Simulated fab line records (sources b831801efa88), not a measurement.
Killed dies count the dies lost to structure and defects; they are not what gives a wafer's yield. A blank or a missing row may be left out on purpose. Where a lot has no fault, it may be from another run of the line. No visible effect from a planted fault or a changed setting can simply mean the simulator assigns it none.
Chamber matching || flow gf180mcu || GF_CONTACT_CMP_27 on cmp-02 has 4 sister chambers
The step polishes, stops on SiO2, t overpolish 15 s, target thk 0 nm. 8 wafers are shown with their chamber, then 7 later ones without.

WAFERS, EACH WITH ITS CHAMBER
{"wafer": "L217.5", "chamber": 3, "motor current A (A)": 12.8, "time to endpoint s (s)": 77}
{"wafer": "L218.1", "chamber": 2, "motor current A (A)": 10.9, "time to endpoint s (s)": 68}
{"wafer": "L218.5", "chamber": 2, "motor current A (A)": 11.2, "time to endpoint s (s)": 69}
{"wafer": "L227.2", "chamber": 0, "motor current A (A)": 10.8, "time to endpoint s (s)": 75}
{"wafer": "L227.5", "chamber": 1, "motor current A (A)": 10.1, "time to endpoint s (s)": 69}
{"wafer": "L227.6", "chamber": 0, "motor current A (A)": 10.5, "time to endpoint s (s)": 74}
{"wafer": "L229.1", "chamber": 3, "motor current A (A)": 13.0, "time to endpoint s (s)": 73}
{"wafer": "L229.3", "chamber": 1, "motor current A (A)": 10.5, "time to endpoint s (s)": 67}

WAFERS WITH NO CHAMBER GIVEN
{"wafer": "L229.4", "motor current A (A)": 11.1, "time to endpoint s (s)": 64}
{"wafer": "L230.1", "motor current A (A)": 13.2, "time to endpoint s (s)": 70}
{"wafer": "L230.4", "motor current A (A)": 11.6, "time to endpoint s (s)": 69}
{"wafer": "L230.5", "motor current A (A)": 10.9, "time to endpoint s (s)": 66}
{"wafer": "L233.2", "motor current A (A)": 10.5, "time to endpoint s (s)": 71}
{"wafer": "L233.3", "motor current A (A)": 12.4, "time to endpoint s (s)": 75}
{"wafer": "L233.4", "motor current A (A)": 11.0, "time to endpoint s (s)": 67}

WHICH CHAMBER EACH WENT THROUGH
{"wafer": "L229.4", "from the rows above": "can't be placed: 2 or 1", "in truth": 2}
{"wafer": "L230.1", "from the rows above": 3, "in truth": 3}
{"wafer": "L230.4", "from the rows above": 2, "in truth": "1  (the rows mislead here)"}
{"wafer": "L230.5", "from the rows above": "can't be placed: 2 or 1", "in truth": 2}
{"wafer": "L233.2", "from the rows above": "can't be placed: 1 or 0 or 2", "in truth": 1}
{"wafer": "L233.3", "from the rows above": 3, "in truth": 3}
{"wafer": "L233.4", "from the rows above": 2, "in truth": 2}
Placed correctly: 3 of 7. Can't be placed from these rows: 3 (the true chamber is among the candidates in 3). 1 placed wrongly.
How it was worked out, from the rows above alone: a wafer's distance from a chamber is the root of the sum, over the readings, of the square of ((its reading less the chamber's mean) divided by the reading's scatter). The wafer belongs to the nearest chamber; if the next one is less than 2 further off, it can't be placed. The mean given for a chamber averages the wafers shown for that chamber. How the scatter is found: for the shown wafers, subtract from each reading the mean of its chamber, square and add these, divide the total by (wafers less chambers), then take the root.
